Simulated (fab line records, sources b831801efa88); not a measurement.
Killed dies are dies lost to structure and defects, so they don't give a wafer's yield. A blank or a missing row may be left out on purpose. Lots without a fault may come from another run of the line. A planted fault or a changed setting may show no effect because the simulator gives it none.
Which tool did it? | flow sky130 | 13 lots, 39 wafers sampled, at 4 steps of a route of 708

WHAT THE GAUGES READ, wafer by wafer
SKY_FIELD_ISO_CD_MEAS_13: target cd 150 nm.
lot  | measured    | on        | cd_nm (nm)
L410 | day 2 03:43 | cd_sem-01 | 149.7 148.6 149.1
L412 | day 2 15:41 | cd_sem-01 | 149.5 150.2 149.6
L413 | day 2 20:19 | cd_sem-02 | 148.1 147.9 148.0
L415 | day 3 08:37 | cd_sem-01 | 148.9 149.5 150.9
L416 | day 3 13:01 | cd_sem-02 | 147.7 148.6 148.5
L417 | day 3 17:43 | cd_sem-02 | 149.4 150.3 149.4
L418 | day 4 00:57 | cd_sem-02 | 96.9 112.2 94.4 96.7 112.4 94.5
L420 | day 4 08:05 | cd_sem-01 | 104.7 135.6 100.6 104.4 135.8 100.8
L426 | day 5 16:48 | cd_sem-02 | 145.6 146.3 147.1
L430 | day 6 12:32 | cd_sem-01 | 150.0 150.5 150.2
L431 | day 6 19:40 | cd_sem-01 | 148.7 150.0 148.2
L432 | day 7 00:20 | cd_sem-01 | 147.2 148.7 147.4
L433 | day 7 04:14 | cd_sem-01 | 151.6 151.4 152.7

SKY_VT_ADJUST_PCH_OVL_MEAS_07.
lot  | measured     | on         | VT_ADJUST_PCH_OVL (nm)
L410 | day 10 04:41 | overlay-01 | -0.8 0.1 -0.2
L412 | day 11 03:17 | overlay-01 | -1.2 0.0 0.0
L413 | day 11 05:53 | overlay-02 | -2.2 0.1 -1.2
L415 | day 12 00:44 | overlay-01 | 0.5 -1.6 0.6
L416 | day 12 09:23 | overlay-02 | 1.1 0.7 -0.5
L417 | day 12 17:24 | overlay-01 | -0.7 1.7 0.2
L420 | day 13 12:18 | overlay-01 | 2.9
L426 | day 15 17:45 | overlay-01 | 0.0 0.8 -0.6
L430 | day 16 17:56 | overlay-02 | -1.1 2.8 0.2
L431 | day 17 00:57 | overlay-02 | 0.8 2.0 0.1
L432 | day 17 08:23 | overlay-01 | -0.1 0.1 0.4
L433 | day 18 08:38 | overlay-02 | 0.0 -0.7 -0.2

WHICH TOOL RAN EACH LOT (tool, then ch and the chambers of the sampled wafers, then the start)
lot  | SKY_FIELD_ISO_EXPOSE_10          | SKY_FIELD_ISO_ETCH_17
L410 | krf_scanner-01 ch 0, day 1 20:20 | rie_si-02 ch 0,2,3, day 2 04:00
L412 | krf_scanner-01 ch 0, day 2 09:08 | rie_si-02 ch 0,1, day 2 16:00
L413 | krf_scanner-02 ch 0, day 2 13:02 | rie_si-02 ch 1,2,3, day 2 20:36
L415 | krf_scanner-01 ch 0, day 3 01:20 | rie_si-01 ch 0,3, day 3 08:54
L416 | krf_scanner-01 ch 0, day 3 04:55 | rie_si-02 ch 0,3, day 3 13:20
L417 | krf_scanner-02 ch 0, day 3 09:33 | rie_si-02 ch 2,3, day 3 18:00
L418 | krf_scanner-01 ch 0, day 3 16:58 | rie_si-02 ch 0,2,3, day 4 04:45
L420 | krf_scanner-01 ch 0, day 3 23:21 | rie_si-01 ch 0,1,3, day 4 10:47
L426 | krf_scanner-02 ch 0, day 5 07:38 | rie_si-02 ch 0,1,2, day 5 17:03
L430 | krf_scanner-02 ch 0, day 6 03:01 | rie_si-02 ch 0,2,3, day 6 12:51
L431 | krf_scanner-01 ch 0, day 6 10:18 | rie_si-02 ch 0,2,3, day 6 19:57
L432 | krf_scanner-02 ch 0, day 6 14:46 | rie_si-01 ch 0,3, day 7 00:39
L433 | krf_scanner-02 ch 0, day 6 18:41 | rie_si-01 ch 0,2,3, day 7 04:33
- SKY_FIELD_ISO_EXPOSE_10: exposes mask FOM, target cd 150 nm.
- SKY_FIELD_ISO_ETCH_17: etches Si in HBr/Cl2/O2, target depth 342 nm, time 97.7 s.

WHAT THE TOOLS THEMSELVES READ (means of the sampled wafers that have a number; where no wafer has one, the mark that the record gives instead)
SKY_FIELD_ISO_ETCH_17.
lot  | tool      | drypump_motor_current_A (A) | mfc_cl2_sccm (sccm) | oes_product_au (a.u.) | throttle_valve_pct (%)
L410 | rie_si-02 | 5.38                        | 39.91               | 0.996                 | 25.655
L412 | rie_si-02 | 5.42                        | 39.96               | 1.006                 | 25.651
L413 | rie_si-02 | 5.55                        | 39.92               | 0.999                 | 25.660
L415 | rie_si-01 | 5.16                        | 39.92               | 1.004                 | 25.653
L416 | rie_si-02 | 5.22                        | 40.15               | 1.013                 | 25.644
L417 | rie_si-02 | 5.52                        | 39.96               | 0.998                 | 25.648
L418 | rie_si-02 | 5.37                        | 40.04               | 1.008                 | 25.654
L420 | rie_si-01 | 5.29                        | 39.97               | 1.009                 | 25.652
L426 | rie_si-02 | 5.38                        | 39.96               | 1.006                 | 25.662
L430 | rie_si-02 | 5.37                        | 40.00               | 1.003                 | 25.648
L431 | rie_si-02 | 5.36                        | 40.02               | 1.004                 | 25.654
L432 | rie_si-01 | 5.15                        | 40.07               | 0.999                 | 25.652
L433 | rie_si-01 | 5.13                        | 40.00               | 1.002                 | 25.656

THE ANSWER, worked out from the rows above alone
Rule: what is usual is taken from the lots themselves. Put in order of their means at a reading, lots are off if they are a third of the lots or fewer, leave a main group of 4 or more, and stand apart from it by a gap of 3 or more times the standard deviation of the main group's means; of several such gaps the widest counts. A main group whose means are all the same, to the digits that the tables above print for the reading, isn't used. A lot without any number at a reading at which 4 lots or more have one is off too. The other lots that the step has rows for count as sound. The gauges are gone through in route order, then the tools' own readings, and for those a lot's mean is taken as printed above. The first step at which some lot is off is used, and at that step the reading that is off furthest; a lot without a number counts as furthest.
Off: L418, L420, at SKY_FIELD_ISO_CD_MEAS_13 (cd_nm). The main group: mean 149.1 nm, standard deviation 1.4.
A tool fits if, at a process step before that reading, it ran every lot that is off, and no sound lot after the first of them. The gauges at SKY_FIELD_ISO_CD_MEAS_13 are tried like those tools. None of those tried fits.

WHAT THE SIMULATOR HAD PUT IN
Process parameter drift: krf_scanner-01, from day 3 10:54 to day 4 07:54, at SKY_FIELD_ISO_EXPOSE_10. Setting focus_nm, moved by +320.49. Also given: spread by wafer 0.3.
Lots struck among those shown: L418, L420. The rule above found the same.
